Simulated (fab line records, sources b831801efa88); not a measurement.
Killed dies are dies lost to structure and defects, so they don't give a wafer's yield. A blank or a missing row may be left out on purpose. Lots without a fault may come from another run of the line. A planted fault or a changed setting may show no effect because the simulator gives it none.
Problem report in the 8D (eight disciplines) form, filled by code | flow sky130 | the parts of the form that need people (team, actions taken, sign-off) are left out

1. THE PROBLEM
heater_power_total_W at SKY_METAL2_DEHYDRATE_07 reads a mean of 162.35 W on 2 wafers of 1 lot; wafers without a fault read 160.38 W with a standard deviation of 0.12. That is +16 standard deviations from the usual mean.
The step: time 60 s.
First seen on wafer L675.4, day 38 23:33, on litho_track-01. The record holds 38 wafers of 13 lots with a number at this step. Rule for "out", or "out of limits": more than 4 standard deviations from the usual mean. The other wafers with a number count as sound.

2. WHAT IT IS AND WHAT IT IS NOT
question                    | is                                 | is not
which readings at this step | heater_power_total_W, run_length_s | -
which lots                  | L675                               | L664, L666, L678, L679, L680, L681, L682, L683, L684, L685, L686, L687
which wafers of those lots  | all that have a number             | -
read on which tools         | litho_track-01                     | litho_track-02, litho_track-04
when                        | from day 38 23:33                  | up to then (6 sound wafers); but 30 sound wafers of L678, L679, L680, L681, L682, L683, L684, L685, L686, L687 came after

3. SUSPECTS, AND WHAT RULES EACH OUT
Counting: a tool at a process step up to the reading stays a suspect if it ran every lot that is out and no sound lot after the first of them.
- pvd_sputter-04 at SKY_VIA1_SPUTTER_20 (material TiN, target thk 20 nm, time 80 s): ruled out as a lasting fault. Sound lots L678, L679, L682, L684, L686, L687 ran on it after its first lot that is out, L675 (day 38 10:32).
- pvd_sputter-01 at SKY_METAL2_SPUTTER_01 (material TiN, target thk 20 nm, time 16.7 s): ruled out as a lasting fault. Sound lots L680, L681, L682, L683, L684 ran on it after its first lot that is out, L675 (day 38 11:12).
- litho_track-01 at SKY_METAL2_DEHYDRATE_07 (time 60 s): ruled out as a lasting fault. Sound lots L683, L684, L686 ran on it after its first lot that is out, L675 (day 38 23:33).
Left after counting: nothing in the record.

4. THE CAUSE (what the simulator had put in)
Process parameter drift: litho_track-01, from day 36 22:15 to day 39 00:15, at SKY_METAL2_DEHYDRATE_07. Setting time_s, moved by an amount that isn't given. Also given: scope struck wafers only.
Counting ruled it out, wrongly.

5. THE CHAIN OF EFFECTS, in route order
Each row: a reading whose mean over the struck wafers that have a number lies more than 3 standard deviations from the usual. Only readings for which the record gives a usual standard deviation are gone through. hours: the time from each lot's start at the first step in this table that gives one to its start at this step, as a median over the lots. sigmas: the change in usual standard deviations.
hours | step                    | reading              | usual    | on struck wafers | change | sigmas
0     | SKY_METAL2_DEHYDRATE_07 | heater_power_total_W | 160.38 W | 162.35           | +1.97  | +16
0     | SKY_METAL2_DEHYDRATE_07 | run_length_s         | 89.34 s  | 87.35            | -1.99  | -14
The process steps in it:
- SKY_METAL2_DEHYDRATE_07: time 60 s.

6. WHAT WOULD HAVE CAUGHT IT SOONER
In this record the first reading out of limits was taken at day 38 23:33, 49 hours after the fault began at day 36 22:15.
